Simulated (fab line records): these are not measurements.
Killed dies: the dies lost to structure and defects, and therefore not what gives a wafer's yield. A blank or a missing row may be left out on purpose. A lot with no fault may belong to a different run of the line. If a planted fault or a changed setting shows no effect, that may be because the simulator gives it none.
Comparing a struck lot with a sound one	flow sky130	16 out of 708 route steps
Sound: the wafers L714.1, L714.4, L714.5. Wafers struck: L721.3, L721.4, L721.6. The cause comes at the end.
Per side, at each step with rows, come the tool, then ch with its chambers, and then its first start. Under that, the readings that differ: sound wafers	struck wafers	difference of the means	sigmas: that difference in standard deviations of wafers without a fault.
alike: readings with means less than 2 such deviations apart, plus words and numbers identical on both sides. not compared: withheld readings, readings lacking a value on some wafer, bounds such as >300 that could conceal the same value, and numbers that have no deviation in the record and whose values overlap.
Wherever a step has rows on one side only, a row that says differs or no value, or a row with sigmas, the two part there. Numbers that don't overlap but have no deviation are shown without sigmas and don't part them. A reading that every wafer of one side lacks parts them only if that side has two wafers or more.

first, 4 steps without rows for these wafers: SKY_FIELD_ISO_WET_ETCH_29 (etches Si3N4 in H3PO4, target depth 160 nm, time 1825 s); SKY_FIELD_ISO_WET_ETCH_30 (etches SiO2 in dHF, target depth 25 nm, time 50 s); SKY_NWELL_CLEAN_00 (cleans in SC1/SC2, time 150 s); SKY_NWELL_OXIDATION_01 (stabilise 600 s, purge 300 s, target thk 10 nm).
SKY_NWELL_THK_MEAS_02:
  sound on film_metro-04, day 2 20:53; struck on film_metro-04, day 4 16:19
  alike: NWELL_OXIDATION_THK
then, 7 steps without rows for these wafers: SKY_DNWELL_DEHYDRATE_00 (time 60 s); SKY_DNWELL_HMDS_01 (prime time 60 s); SKY_DNWELL_COAT_02 (resist thk 3000 nm); SKY_DNWELL_SOFTBAKE_03; SKY_DNWELL_EXPOSE_04 (exposes mask DNM, target cd 3000 nm); SKY_DNWELL_PEB_05; SKY_DNWELL_DEVELOP_06 (develop time 60 s).
SKY_DNWELL_IMPLANT_07:
  sound on implanter-04 ch 0, day 3 12:39; struck on implanter-01 ch 0, day 5 09:42
  not compared: implant_ion_amu
SKY_DNWELL_STRIP_08: strips in O2/N2.
  sound on plasma_asher-02 ch 0,1, day 3 12:48; struck on plasma_asher-01 ch 0,1, day 5 09:50
reading	sound	struck	difference	sigmas
strip_time_to_endpoint_s (s)	37.12 37.01 37.03	36.90 36.79 36.89	-0.19	-2
  alike: drypump_motor_current_A, oes_product_au
  not compared: rf_hours_counter_h
SKY_DNWELL_TW_MEAS_09:
  sound on film_metro-04, day 3 12:54; struck on film_metro-03, day 5 10:08
reading	sound	struck	difference	sigmas
DNWELL_TW	1121 1122 1118	1989 1985 1993	+869	+72
  not compared: hold
SKY_PAD_OPEN_PROBE_99:
  the record holds rows for the sound wafers here (prober-01, day 46 04:13) but none for the struck ones

== WHERE THEY PART ==
Last at SKY_PAD_OPEN_PROBE_99 as far as this record goes, first at SKY_DNWELL_STRIP_08.

WHY: whatever the simulator had introduced
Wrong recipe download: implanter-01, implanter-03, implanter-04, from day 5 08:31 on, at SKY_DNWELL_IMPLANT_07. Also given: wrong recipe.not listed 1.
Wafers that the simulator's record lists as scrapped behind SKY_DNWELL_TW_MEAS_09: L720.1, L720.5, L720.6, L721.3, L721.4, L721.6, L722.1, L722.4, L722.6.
